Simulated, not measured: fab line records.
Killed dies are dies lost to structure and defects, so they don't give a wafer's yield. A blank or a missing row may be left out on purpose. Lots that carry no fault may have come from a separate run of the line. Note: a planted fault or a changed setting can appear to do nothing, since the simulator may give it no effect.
Which tool is to blame? | flow gf180mcu | 18 wafers from 6 lots sampled at 2 of the route's 602 steps

## WHAT THE GAUGES READ, wafer by wafer
GF_LVPWELL_TW_MEAS_11.
lot  | measured    | on            | LVPWELL_TW
L122 | day 4 03:10 | film metro-03 | 553 553 553
L124 | day 4 13:46 | film metro-02 | 560 563 561
L131 | day 6 05:10 | film metro-03 | 559 558 561
L133 | day 6 14:38 | film metro-01 | 577 574 573
L138 | day 7 22:04 | film metro-03 | 556 552 555
L141 | day 8 16:26 | film metro-01 | 561 563 564

## WHAT TOOL EACH LOT RAN ON (gives the tool, then ch and the chambers of the sampled wafers, and finally the start)
lot  | GF_LVPWELL_IMPLANT_08
L122 | implanter-01 ch 0, day 4 02:46
L124 | implanter-01 ch 0, day 4 13:23
L131 | implanter-04 ch 0, day 6 04:46
L133 | implanter-01 ch 0, day 6 14:14
L138 | implanter-04 ch 0, day 7 21:41
L141 | implanter-03 ch 0, day 8 16:05
- GF_LVPWELL_IMPLANT_08

## THE ANSWER, worked out from the rows above alone
Rule: usual is defined by the lots themselves. The widest of any qualifying gaps counts: lots, ordered by their means at a reading, are off when they make up no more than a third of the lots, leave a main group of 4 or more, and stand apart from it by 3 or more times the standard deviation of that group's means. A main group whose means are all the same, to the digits that the tables above print for the reading, isn't used. Also off: a lot with no number at a reading for which 4 or more lots have one. All remaining lots with rows at the step are treated as sound.
Off: L133, seen at GF_LVPWELL_TW_MEAS_11 (LVPWELL_TW). The main group: mean 558, standard deviation 3.8.
If a tool, at a process step before that reading, ran all the lots that are off and no sound lot after the first of them, it fits. The gauges at GF_LVPWELL_TW_MEAS_11 are tried like those tools. One candidate fits, namely implanter-01 at GF_LVPWELL_IMPLANT_08. Its last sound lot is L124 (day 4 13:23), its first lot that is off L133 (day 6 14:14): a fault that began between those two fits.

## WHAT THE SIMULATOR HAD PUT IN
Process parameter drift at GF_LVPWELL_IMPLANT_08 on implanter-01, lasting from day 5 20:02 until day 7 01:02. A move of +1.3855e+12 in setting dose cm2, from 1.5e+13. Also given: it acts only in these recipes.
Lots struck among those shown: L133. The rule above reached the same finding.
